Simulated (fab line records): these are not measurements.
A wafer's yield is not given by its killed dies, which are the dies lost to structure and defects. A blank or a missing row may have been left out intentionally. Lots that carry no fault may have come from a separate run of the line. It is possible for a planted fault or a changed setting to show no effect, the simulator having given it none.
8D (eight disciplines) problem report, filled in by code	flow sky130	the parts of the form that need people (team, actions taken, sign-off) are left out

1. THE ISSUE
VIA1_W_RS at SKY_VIA1_RS_MEAS_22 reads a mean of 0.871 ohm/sq on 1 wafer of 1 lot; wafers without a fault read 0.426 ohm/sq with a standard deviation of 0.0057. Relative to the usual mean, that is a shift of +78 standard deviations.
The step: measures by four-point-probe.
First observed at day 34 07:34: wafer L895.4, on filmMetro-04. The record holds 30 wafers of 10 lots with a number at this step. The rule behind "out" and "out of limits": a value lying over 4 standard deviations away from the usual mean. The rest of the wafers with a number are treated as sound.

2. WHAT IT IS, WHAT IT ISN'T
question	is	is not
which readings at this step	VIA1_W_RS	-
which lots	L895	L894, L896, L906, L907, L908, L910, L911, L913, L914
which wafers of those lots	L895.4	L895.1, L895.6
read on which gauges	filmMetro-04	filmMetro-02, filmMetro-03
when	from day 34 07:34	up to then (5 sound wafers); but 24 sound wafers of L896, L906, L907, L908, L910, L911, L913, L914 came after

3. WHAT RULES OUT EACH SUSPECT
Counting: if a tool at a process step up to the reading ran every lot that is out, it stays a suspect. Sound lots after the first of them don't rule it out here, since some wafers of a struck lot are sound.
- the gauge at SKY_VIA1_RS_MEAS_22 has been ruled out. All the wafers that are out were read on filmMetro-04, but those of them that SKY_VIA1_CMP_24 has rows for are out there too, on other tools.
- rieMetal-01 at SKY_METAL1_METAL_ETCH_19 (etches the open film in Cl2/BCl3, stops on SiO2, target depth 360 nm, time 78 s): kept. It ran the lot that is out, L895 (day 33 03:44).
- cvdW-01 at SKY_VIA1_CVD_21 (deposits W, target thk 270 nm, time 80.902 s): kept. L895, the lot that is out, went through it at day 34 07:28; up to then, the latest sound lot through it was L894 at day 33 20:33.
After counting, rieMetal-01 at SKY_METAL1_METAL_ETCH_19 and cvdW-01 at SKY_VIA1_CVD_21 remain.

4. THE CAUSE (what the simulator had put in)
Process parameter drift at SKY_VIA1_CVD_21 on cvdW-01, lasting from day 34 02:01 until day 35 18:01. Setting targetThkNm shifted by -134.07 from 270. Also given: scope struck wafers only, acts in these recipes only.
2 suspects survive the count, and this tool is in that group.

5. SEQUENCE OF EFFECTS, ordered by route
Each row: a reading whose mean over the struck wafers that have a number lies more than 3 standard deviations from the usual. Only readings for which the record gives a usual standard deviation are gone through. hours: the time from each lot's start at the first step in this table that gives one to its start at this step, as a median over the lots. sigmas: the change in usual standard deviations.
hours	step	reading	usual	on struck wafers	change	sigmas
0	SKY_VIA1_RS_MEAS_22	VIA1_W_RS	0.426 ohm/sq	0.871	+0.445	+78
0	SKY_VIA1_THK_MEAS_23	VIA1_W_THK	268 nm	135	-133	-32
0	SKY_VIA1_CMP_24	timeToEndpointS	65.2 s	33.7	-31.5	-12
Here are the process steps it includes:
- SKY_VIA1_CMP_24: polishes, stops on SiO2, t overpolish 15 s, target thk 0 nm.

6. WHAT WOULD HAVE CAUGHT IT SOONER
Counted from the fault's start at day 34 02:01, it took 6 hours until the first out-of-limits reading at a measuring or inspecting step in this record, taken at day 34 07:34.
Tool readings at SKY_VIA1_CVD_21 with a usual standard deviation given in the record: none out on any struck wafer, hence no alarm at a limit of 4 standard deviations on them.
Each of the lots that are out, 1 in all, had begun SKY_VIA1_CVD_21 on cvdW-01 no later than day 34 07:34. Holding the tool at that point would not have protected any of them.
